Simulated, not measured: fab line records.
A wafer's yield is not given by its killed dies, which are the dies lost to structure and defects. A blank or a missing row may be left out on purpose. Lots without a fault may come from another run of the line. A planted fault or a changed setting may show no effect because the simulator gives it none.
Which of the tools did it?    flow gf180mcu    6 lots (17 wafers sampled), 1 step of a 602-step route

== WHAT EACH GAUGE READ, for each wafer ==
GF_STI_THK_MEAS_04.
lot   measured     on             STI_CVD_03_THK (nm)
L584  day 1 23:35  film metro-04  206.9 208.7 206.4
L586  day 2 10:47  film metro-04  205.2 206.8 207.4
L589  day 3 01:12  film metro-01  208.4 207.3 208.8
L592  day 3 17:02  film metro-01  204.0 204.4 202.7
L601  day 5 12:35  film metro-04  205.9 205.6
L604  day 6 03:34  film metro-03  207.3 208.4 206.7

== WHICH TOOL RAN EACH LOT (tool, then ch and the chambers of the sampled wafers, then the start) ==
Record: no process step prior to these readings.

== THE ANSWER, worked out from the rows above alone ==
Rule: the usual values come from the lots themselves. Put in order of their means at a reading, lots are off if they are a third of the lots or fewer, leave a main group of 4 or more, and stand apart from it by a gap of 3 or more times the standard deviation of the main group's means; of several such gaps the widest counts. Not used: any main group whose means are identical at the precision the tables above print for the reading. Also off: a lot with no number at a reading for which 4 or more lots have one. Any other lot the step has rows for is counted as sound.
No lot is off on any of the readings shown, so nothing can be concluded from this.

== WHAT HAD BEEN PUT IN BY THE SIMULATOR ==
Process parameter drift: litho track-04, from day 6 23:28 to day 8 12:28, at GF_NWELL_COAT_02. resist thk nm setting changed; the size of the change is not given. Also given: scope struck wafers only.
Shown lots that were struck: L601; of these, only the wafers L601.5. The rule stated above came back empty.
